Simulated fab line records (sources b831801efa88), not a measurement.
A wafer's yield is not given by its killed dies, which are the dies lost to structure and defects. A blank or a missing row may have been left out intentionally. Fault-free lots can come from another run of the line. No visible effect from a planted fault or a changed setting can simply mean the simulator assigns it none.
Which tool is to blame? -- flow gf180mcu -- 13 lots, 39 wafers sampled, at 6 steps of a route of 602

WHAT EACH GAUGE READ, for each wafer
GF_HV_LDD_TW_MEAS_38. Usual: for HV_LDD_3_TW the level is 1449 and the standard deviation is 11.
lot,measured,on,HV_LDD_3_TW,flag
L558,day 12 01:37,film_metro-03,1454 1451 1450,
L559,day 12 07:07,film_metro-01,1437 1438 1434,
L561,day 12 17:26,film_metro-01,1436 1440 1437,
L564,day 13 19:37,film_metro-03,1445 1432 1446,
L565,day 14 02:38,film_metro-03,1457 1454 1458,
L566,day 14 10:12,film_metro-03,1449 1449 1455,
L568,day 15 00:58,film_metro-02,1462 1459 1472,
L569,day 15 07:25,film_metro-03,1450 1446 1453,
L572,day 16 08:19,film_metro-02,1337 1340 1344 1343 1344 1341,OFF
L573,day 16 18:51,film_metro-02,1337 1340 1349 1348 1337 1344,OFF
L576,day 17 20:29,film_metro-01,1436 1445 1440,
L578,day 18 10:01,film_metro-02,1454 1457 1454,
L580,day 18 23:00,film_metro-03,1436 1439 1434,

GF_HV_LDD_OVL_MEAS_47. Usual: for HV_LDD_03_OVL the level is 0.0 nm and the standard deviation is 1.4.
lot,measured,on,HV_LDD_03_OVL (nm),flag
L558,day 12 21:11,overlay-02,-0.2 -1.3 -2.9,
L559,day 13 02:55,overlay-01,0.9 0.5 0.5,
L561,day 13 13:01,overlay-02,-1.7 -2.6 0.2,
L564,day 14 15:42,overlay-02,-0.9 -1.2 1.3,
L565,day 15 00:28,overlay-02,2.0 2.0 1.7,
L566,day 15 06:52,overlay-02,-0.8 -0.4 -0.9,
L568,day 15 22:31,overlay-02,-0.3 0.2 -0.7,
L569,day 16 05:10,overlay-01,-1.3 -2.6 -0.1,
L572,day 17 07:04,overlay-01,2.0 2.3 1.0,
L573,day 17 17:26,overlay-01,0.9 0.8 1.1,
L576,day 18 19:15,overlay-01,0.2 -0.2 -1.5,
L578,day 19 10:01,overlay-01,0.2 -0.5 0.5,
L580,day 20 00:22,overlay-01,0.4 0.3 0.2,

GF_HV_LDD_RS_MEAS_53: measures by four-point-probe. Usual: for HV_LDD_RS the level is 417.8 ohm/sq and the standard deviation is 1.
lot,measured,on,HV_LDD_RS (ohm/sq),flag
L558,day 12 21:39,film_metro-02,419.0 418.2 416.2,
L559,day 13 03:23,film_metro-02,419.5 418.9 418.1,
L561,day 13 13:31,film_metro-02,417.9 418.6 418.8,
L564,day 14 16:12,film_metro-02,417.1 417.1 418.1,
L565,day 15 00:58,film_metro-01,418.3 417.6 419.1,
L566,day 15 07:20,film_metro-02,417.4 419.4 418.5,
L568,day 15 22:58,film_metro-03,419.0 418.4 417.7,
L569,day 16 05:40,film_metro-02,415.6 416.0 416.9,
L572,day 17 07:32,film_metro-03,436.6 438.1 436.2 437.0 437.3 436.5,OFF
L573,day 17 17:55,film_metro-03,436.0 436.3 436.8 437.6 436.5 436.5,OFF
L576,day 18 19:43,film_metro-02,419.7 419.4 419.4,
L578,day 19 10:29,film_metro-02,417.7 417.2 417.4,
L580,day 20 00:50,film_metro-01,417.4 418.9 418.1,

GF_NSD_OVL_MEAS_08. Usual: for NSD_OVL the level is 0.1 nm and the standard deviation is 1.5.
lot,measured,on,NSD_OVL (nm),flag
L558,day 13 20:10,overlay-02,0.1 2.3 1.3,
L559,day 14 04:04,overlay-02,-1.6 -1.6 -0.3,
L561,day 14 13:50,overlay-01,0.1 0.4 0.7,
L564,day 15 16:04,overlay-02,-1.9 -0.9 -0.3,
L565,day 16 02:44,overlay-01,-0.5 -0.4 0.1,
L566,day 16 07:55,overlay-02,-1.4 -0.7 -1.9,
L568,day 17 00:19,overlay-01,0.2 -0.4 1.7,
L569,day 17 07:28,overlay-01,-0.4 0.1 -1.2,
L572,day 18 10:01,overlay-01,-0.8 -1.6 -0.9,
L573,day 18 20:28,overlay-01,0.9 -0.9 -2.4,
L576,day 19 22:43,overlay-01,-1.0 -0.6 -0.7,
L578,day 20 13:40,overlay-01,1.8 1.6 2.3,
L580,day 21 03:31,overlay-02,-2.4 -1.4 -1.2,

GF_PSD_TW_MEAS_11. Usual: for PSD_TW the level is 3213 and the standard deviation is 21.
lot,measured,on,PSD_TW,flag
L558,day 14 17:46,film_metro-04,3224 3207 3193,
L559,day 15 02:21,film_metro-03,3196 3187 3189,
L561,day 15 11:25,film_metro-04,3207 3200 3218,
L564,day 16 15:21,film_metro-04,3214 3208 3195,
L565,day 17 02:46,film_metro-04,3213 3214 3205,
L566,day 17 07:38,film_metro-04,3200 3200 3223,
L568,day 18 00:06,film_metro-03,3169 3188 3188,
L569,day 18 07:22,film_metro-02,3225 3228 3234,
L572,day 19 11:16,film_metro-02,3230 3221 3228,
L573,day 19 21:23,film_metro-03,3201 3203 3191,
L576,day 21 00:17,film_metro-03,3204 3200 3223,
L578,day 21 14:43,film_metro-04,3232 3238 3254,
L580,day 22 03:32,film_metro-02,3231 3243 3254,

TOOL THAT RAN EACH LOT (tool first, then ch and the chambers of the sampled wafers, then the start)
lot,GF_HV_LDD_IMPLANT_35
L558,"implanter-04 ch 0, day 12 01:14"
L559,"implanter-01 ch 0, day 12 06:43"
L561,"implanter-02 ch 0, day 12 17:05"
L564,"implanter-04 ch 0, day 13 19:13"
L565,"implanter-04 ch 0, day 14 02:17"
L566,"implanter-02 ch 0, day 14 09:48"
L568,"implanter-04 ch 0, day 15 00:34"
L569,"implanter-04 ch 0, day 15 07:01"
L572,"implanter-04 ch 0, day 16 07:39"
L573,"implanter-04 ch 0, day 16 18:09"
L576,"implanter-01 ch 0, day 17 20:05"
L578,"implanter-02 ch 0, day 18 09:37"
L580,"implanter-02 ch 0, day 18 22:36"
- GF_HV_LDD_IMPLANT_35

WHAT THE TOOLS THEMSELVES READ (means of the sampled wafers that have a number; where no wafer has one, the mark that the record gives instead)
GF_HV_LDD_IMPLANT_35. Usual: beam_on_s 10.03 s, standard deviation 0.2; dose_ions_cm2 7.501e+12, standard deviation 8.7e+09; faraday_current_uA 42.2, standard deviation 0.83.
lot,tool,beam_on_s (s),dose_ions_cm2,faraday_current_uA,flag
L558,implanter-04,10.11,7.502e+12,42.0,
L559,implanter-01,9.89,7.494e+12,42.7,
L561,implanter-02,10.00,7.508e+12,42.3,
L564,implanter-04,10.27,7.500e+12,41.0,
L565,implanter-04,10.10,7.499e+12,41.9,
L566,implanter-02,10.12,7.499e+12,41.7,
L568,implanter-04,10.12,7.501e+12,41.8,
L569,implanter-04,10.01,7.495e+12,42.3,
L572,implanter-04,9.91,7.540e+11,4.3,OFF
L573,implanter-04,10.01,7.460e+11,4.2,OFF
L576,implanter-01,10.09,7.505e+12,41.8,
L578,implanter-02,10.01,7.498e+12,42.2,
L580,implanter-02,10.03,7.491e+12,42.2,

THE ANSWER, worked out from the rows above alone
Rule: a lot is off if the mean of its wafers that have a number lies more than 3 standard deviations from the usual mean. Also off: a lot with no number at a reading for which 4 or more lots have one. Where the step has rows for the other lots, those lots are counted as sound. After the gauges, taken in route order, come the tools' own readings; for these a lot's mean is taken, as printed above. At the first step where some lot is off, the reading lying furthest off is the one used; lots without a number count as furthest.
Off: L572, L573, at GF_HV_LDD_TW_MEAS_38 (HV_LDD_3_TW).
If a tool, at a process step before that reading, ran all the lots that are off and no sound lot after the first of them, it fits. Not tried: the gauges at GF_HV_LDD_TW_MEAS_38; whatever is off there is also off at GF_HV_LDD_RS_MEAS_53, on other tools, and gauge error can't account for it. One fits: GF_HV_LDD_IMPLANT_35 on implanter-04. A fault onset in the window from L569 (day 15 07:01, its last sound lot) to L572 (day 16 07:39, its first lot off) fits.
The tool's own readings at GF_HV_LDD_IMPLANT_35 bear it out: on the lots that are off they differ by more than 5 times the standard deviation of the sound lots' means. dose_ions_cm2 reads 7.500e+11 there against 7.499e+12 on the sound lots; faraday_current_uA reads 4.2 there against 42.0 on the sound lots.

WHAT THE SIMULATOR HAD INSERTED
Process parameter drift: implanter-04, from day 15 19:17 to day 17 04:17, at GF_HV_LDD_IMPLANT_35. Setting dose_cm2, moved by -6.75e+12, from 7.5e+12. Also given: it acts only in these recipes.
Shown lots that were struck: L572, L573. Same finding as the rule above.
